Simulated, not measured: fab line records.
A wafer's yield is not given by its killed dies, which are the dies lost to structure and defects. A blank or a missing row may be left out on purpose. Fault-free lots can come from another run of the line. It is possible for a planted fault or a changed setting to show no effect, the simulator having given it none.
The tool behind it: which one? -- flow sky130 -- 14 lots with 42 wafers sampled at 5 steps, on a route of 708 steps

WHAT THE GAUGES READ, wafer by wafer
SKY_METAL1_RS_MEAS_05: uses a four-point probe to measure. Usual: METAL1_ALCU_RS 0.1272 ohm/sq, standard deviation 0.0012.
lot,measured,on,METAL1_ALCU_RS (ohm/sq),flag
L737,day 31 09:49,film_metro-04,0.1254 0.1256 0.1270,
L739,day 32 04:46,film_metro-03,0.1279 0.1290 0.1290,
L742,day 33 08:01,film_metro-02,0.1282 0.1286 0.1273,
L743,day 33 10:27,film_metro-04,0.1263 0.1256 0.1260,
L744,day 33 19:37,film_metro-04,0.1254 0.1260 0.1260,
L747,day 35 03:37,film_metro-03,0.1283 0.1286 0.1269,
L748,day 35 07:39,film_metro-04,0.1277 0.1276 0.1280,
L753,day 37 00:12,film_metro-04,0.1283 0.1285 0.1288,
L755,day 37 09:49,film_metro-02,0.1276 0.1272 0.1275,
L754,day 37 10:25,film_metro-03,0.1283 0.1267 0.1281,
L756,day 37 14:20,film_metro-04,0.1276 0.1274 0.1274,
L758,day 38 04:32,film_metro-04,0.1283 0.1276 0.1274,
L760,day 38 15:20,film_metro-02,0.1272 0.1276 0.1274,
L759,day 38 22:14,film_metro-04,0.1275 0.1272 0.1282,

SKY_METAL2_THK_MEAS_06: measures by xrf. Usual: METAL2_ALCU_THK 250.0 nm, standard deviation 2.4.
lot,measured,on,METAL2_ALCU_THK (nm),flag
L737,day 33 18:25,film_metro-02,249.0 247.4 249.8,
L739,day 34 13:51,film_metro-02,247.6 249.8 248.4,
L742,day 35 14:40,film_metro-01,247.3 252.4 248.7,
L743,day 35 16:55,film_metro-01,249.1 251.4 250.9,
L744,day 36 03:01,film_metro-04,250.5 249.4 248.1,
L747,day 37 12:29,film_metro-04,290.3 294.0 291.3 290.2 293.7 291.4,OFF
L748,day 37 17:40,film_metro-02,291.0 288.0 286.7 288.4 289.0 287.7,OFF
L753,day 39 06:40,film_metro-04,248.4 245.1 247.5,
L755,day 39 15:28,film_metro-01,250.0 249.4 248.5,
L754,day 39 16:17,film_metro-04,247.5 248.3 249.2,
L756,day 39 19:35,film_metro-02,254.2 255.4 254.6,
L758,day 40 09:17,film_metro-04,251.4 249.7 248.3,
L760,day 40 19:44,film_metro-04,249.4 251.3 251.0,
L759,day 41 02:16,film_metro-04,246.8 248.2 251.8,

SKY_VIA2_THK_MEAS_01. Usual: VIA2_HDPCVD_THK 1173 nm, standard deviation 11.
lot,measured,on,VIA2_HDPCVD_THK (nm),flag
L737,day 34 21:25,film_metro-01,1185 1168 1169,
L739,day 35 16:07,film_metro-01,1173 1182 1187,
L742,day 36 17:59,film_metro-04,1170 1166 1178,
L743,day 36 20:21,film_metro-03,1192 1183 1187,
L744,day 37 06:07,film_metro-04,1182 1183 1179,
L753,day 40 08:41,film_metro-04,1170 1178 1189,
L755,day 40 15:43,film_metro-01,1153 1151 1145,
L754,day 40 18:13,film_metro-01,1166 1166 1168,
L756,day 40 21:05,film_metro-04,1163 1168 1151,
L758,day 41 11:08,film_metro-03,1170 1174 1175,
L760,day 41 20:41,film_metro-03,1185 1178 1176,
L759,day 42 03:04,film_metro-04,1168 1174 1172,

WHICH TOOL RAN EACH LOT (tool, then ch and the chambers of the sampled wafers, then the start)
lot,SKY_CONTACT_STRIP_19,SKY_METAL2_SPUTTER_04
L737,"plasma_asher-01 ch 0,1, day 31 08:03","pvd_sputter-03, day 33 18:14"
L739,"plasma_asher-03 ch 1, day 32 03:23","pvd_sputter-01, day 34 13:41"
L742,"plasma_asher-01 ch 0,1, day 33 06:36","pvd_sputter-01, day 35 14:28"
L743,"plasma_asher-02 ch 1, day 33 09:01","pvd_sputter-01, day 35 16:45"
L744,"plasma_asher-02 ch 0,1, day 33 18:14","pvd_sputter-01, day 36 02:49"
L747,"plasma_asher-02 ch 0,1, day 34 21:13","pvd_sputter-03, day 37 09:58"
L748,"plasma_asher-01 ch 0,1, day 35 06:14","pvd_sputter-03, day 37 14:39"
L753,"plasma_asher-01 ch 0,1, day 36 22:48","pvd_sputter-04, day 39 06:29"
L755,"plasma_asher-02 ch 0,1, day 37 08:24","pvd_sputter-04, day 39 15:18"
L754,"plasma_asher-02 ch 1, day 37 09:02","pvd_sputter-01, day 39 16:07"
L756,"plasma_asher-01 ch 0,1, day 37 12:55","pvd_sputter-04, day 39 19:25"
L758,"plasma_asher-03 ch 0,1, day 38 02:57","pvd_sputter-04, day 40 09:05"
L760,"plasma_asher-03 ch 1, day 38 13:55","pvd_sputter-03, day 40 19:34"
L759,"plasma_asher-02 ch 0,1, day 38 20:49","pvd_sputter-01, day 41 02:05"
- SKY_CONTACT_STRIP_19: strips in O2/N2.
- SKY_METAL2_SPUTTER_04: material TiN, target thk 70 nm, time 58.3 s.

AS READ BY THE TOOLS THEMSELVES (means over the sampled wafers that have a number; for cases with no such wafer, the mark the record gives instead)
SKY_CONTACT_STRIP_19. Usual: drypump_motor_current_A 5.6 A, standard deviation 0.36; o2_flow_sccm 3001 sccm, standard deviation 9; oes_product_au 0.380 a.u., standard deviation 0.0049; strip_time_to_endpoint_s 3.610 s, standard deviation 0.022.
lot,tool,drypump_motor_current_A (A),o2_flow_sccm (sccm),oes_product_au (a.u.),strip_time_to_endpoint_s (s),flag
L737,plasma_asher-01,5.4,3000,0.381,3.605,
L739,plasma_asher-03,5.3,3007,0.381,3.590,
L742,plasma_asher-01,5.5,2991,0.384,3.610,
L743,plasma_asher-02,6.2,3001,0.379,3.590,
L744,plasma_asher-02,5.6,3014,0.382,3.636,
L747,plasma_asher-02,5.9,2994,0.381,3.596,
L748,plasma_asher-01,5.5,2994,0.379,3.606,
L753,plasma_asher-01,5.4,3006,0.378,3.618,
L755,plasma_asher-02,5.9,3003,0.379,3.608,
L754,plasma_asher-02,6.2,3007,0.380,3.596,
L756,plasma_asher-01,5.5,2998,0.379,3.598,
L758,plasma_asher-03,5.6,3010,0.377,3.602,
L760,plasma_asher-03,5.3,3002,0.377,3.615,
L759,plasma_asher-02,5.6,2995,0.379,3.599,

SKY_METAL2_SPUTTER_04. Usual: cathode_dc_power_W 6500.0 W, standard deviation 1.1; chamber_pressure_pa 0.4001 Pa, standard deviation 0.00076; throttle_valve_pct 30.2 %, standard deviation 1.2.
lot,tool,cathode_dc_power_W (W),chamber_pressure_pa (Pa),throttle_valve_pct (%),flag
L737,pvd_sputter-03,6500.0,0.4005,30.1,
L739,pvd_sputter-01,6498.6,0.4005,31.8,
L742,pvd_sputter-01,6499.3,0.3998,29.8,
L743,pvd_sputter-01,6500.8,0.3999,31.0,
L744,pvd_sputter-01,6499.8,0.4007,29.9,
L747,pvd_sputter-03,-,-,-,OFF
L748,pvd_sputter-03,-,-,-,OFF
L753,pvd_sputter-04,6499.4,0.3997,30.3,
L755,pvd_sputter-04,6500.3,0.4004,30.0,
L754,pvd_sputter-01,6500.2,0.4000,29.1,
L756,pvd_sputter-04,6498.9,0.4000,29.9,
L758,pvd_sputter-04,6500.1,0.4003,30.0,
L760,pvd_sputter-03,6500.0,0.3999,30.3,
L759,pvd_sputter-01,6500.2,0.3992,30.3,

THE ANSWER, worked out from the rows above alone
Rule: a lot is off if the mean of its wafers that have a number lies more than 3 standard deviations from the usual mean. Also off: a lot with no number at a reading for which 4 or more lots have one. Where the step has rows for the other lots, those lots are counted as sound. Order of review: gauges by route order, followed by the tools' own readings, for which a lot's mean as printed above is used. At the first step where some lot is off, the reading lying furthest off is the one used; lots without a number count as furthest.
Off: L747, L748, at SKY_METAL2_THK_MEAS_06 (METAL2_ALCU_THK).
If a tool, at a process step before that reading, ran all the lots that are off and no sound lot after the first of them, it fits. The gauges at SKY_METAL2_THK_MEAS_06 aren't tried: what is off there is off at SKY_METAL2_SPUTTER_04 too, on other tools, and a gauge's error can't cause that. No candidate that was tried fits.

WHAT HAD BEEN PUT IN BY THE SIMULATOR
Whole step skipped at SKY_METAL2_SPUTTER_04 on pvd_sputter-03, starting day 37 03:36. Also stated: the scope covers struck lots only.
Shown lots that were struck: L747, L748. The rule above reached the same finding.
